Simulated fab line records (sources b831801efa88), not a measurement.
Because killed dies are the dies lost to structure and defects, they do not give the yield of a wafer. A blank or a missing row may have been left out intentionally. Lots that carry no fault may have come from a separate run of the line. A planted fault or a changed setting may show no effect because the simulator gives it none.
Shared-tool check    flow gf180mcu    Sample size 13 lots and 39 wafers

## REASON IT WAS OPENED
2 of 13 lots carry a flag on the reading HV_LDD_TW at GF_HV_LDD_TW_MEAS_11. Wafers without a fault read 2425, standard deviation 15.
Rule: a lot is flagged when every wafer of it that has a number lies more than 4 standard deviations from that mean, or none has a number. All remaining lots are regarded as sound.

lot   measured      on             HV_LDD_TW, wafer by wafer  flag
L237  day 9 23:40   film-metro-04  2406 2402 2412             
L238  day 10 04:22  film-metro-02  2442 2442 2443             
L239  day 10 09:40  film-metro-02  2445 2448 2436             
L240  day 10 20:40  film-metro-03  2417 2430 2435             
L241  day 11 04:49  film-metro-03  2404 2420 2420             
L244  day 12 01:01  film-metro-02  2423 2427 2421             
L246  day 12 16:52  film-metro-04  2413 2408 2404             
L251  day 14 08:13  film-metro-03  2433 2427 2417             
L254  day 15 05:22  film-metro-04  2454 2461 2448             
L255  day 15 12:22  film-metro-02  2698 2704 2701             FLAGGED
L257  day 16 08:05  film-metro-02  2718 2717 2723             FLAGGED
L259  day 16 18:13  film-metro-03  2421 2433 2437             
L260  day 17 01:32  film-metro-02  2446 2435 2433             
The mean of the flagged lots' numbers is 2710, +285 from the usual (+19 standard deviations).

## EACH LOT AND THE TOOL IT RAN ON
The record keeps 1 process step preceding the reading, out of 602 steps on the route. Every cell lists first the tool, next ch and the chambers used by the sampled wafers, and last the start.
lot   flag     GF_HV_LDD_IMPLANT_09
L237           implanter-02 ch 0, day 9 23:25
L238           implanter-03 ch 0, day 10 04:08
L239           implanter-03 ch 0, day 10 09:25
L240           implanter-04 ch 0, day 10 20:26
L241           implanter-04 ch 0, day 11 04:34
L244           implanter-04 ch 0, day 12 00:47
L246           implanter-02 ch 0, day 12 16:37
L251           implanter-02 ch 0, day 14 07:59
L254           implanter-03 ch 0, day 15 05:07
L255  FLAGGED  implanter-04 ch 0, day 15 12:07
L257  FLAGGED  implanter-04 ch 0, day 16 07:50
L259           implanter-02 ch 0, day 16 17:58
L260           implanter-03 ch 0, day 17 01:20
What the steps here do:
- GF_HV_LDD_IMPLANT_09
- GF_HV_LDD_TW_MEAS_11

## FLAGGED OVER TOTAL, TOOL BY TOOL (the gauges that took the reading come last)
step                  tool           lots run  flagged  share of the flagged lots  sound lots run after its first flagged lot
GF_HV_LDD_IMPLANT_09  implanter-02   4         0        none                       -
GF_HV_LDD_IMPLANT_09  implanter-03   4         0        none                       -
GF_HV_LDD_IMPLANT_09  implanter-04   5         2        all                        0
GF_HV_LDD_TW_MEAS_11  film-metro-02  6         2        all                        1 (L260)
GF_HV_LDD_TW_MEAS_11  film-metro-03  4         0        none                       -
GF_HV_LDD_TW_MEAS_11  film-metro-04  3         0        none                       -

## WHAT IS ALLOWED BY THE TABLE
2 rows of the table ran every flagged lot: implanter-04 at GF_HV_LDD_IMPLANT_09, film-metro-02 at GF_HV_LDD_TW_MEAS_11.
- implanter-04 at GF_HV_LDD_IMPLANT_09: 2 of its 5 lots flagged. Its last sound lot is L244 (day 12 00:47), its first flagged lot L255 (day 15 12:07): a fault that began between those two fits. Its own readings lie more than 4 standard deviations out on every wafer of the flagged lots: dose-ions-cm2, faraday-current-uA.
- film-metro-02 at GF_HV_LDD_TW_MEAS_11: 2 of its 6 lots flagged. Lots that were sound ran on it after the first flagged one (L260); a persistent fault on the entire tool would not allow that.
implanter-04 at GF_HV_LDD_IMPLANT_09 is the single tool remaining.

## WHAT THE SIMULATOR HAD PUT IN
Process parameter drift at GF_HV_LDD_IMPLANT_09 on implanter-04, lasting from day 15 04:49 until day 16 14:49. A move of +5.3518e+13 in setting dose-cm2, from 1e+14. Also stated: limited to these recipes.
Shown lots that were struck: L255, L257. The rule above reached the same finding.
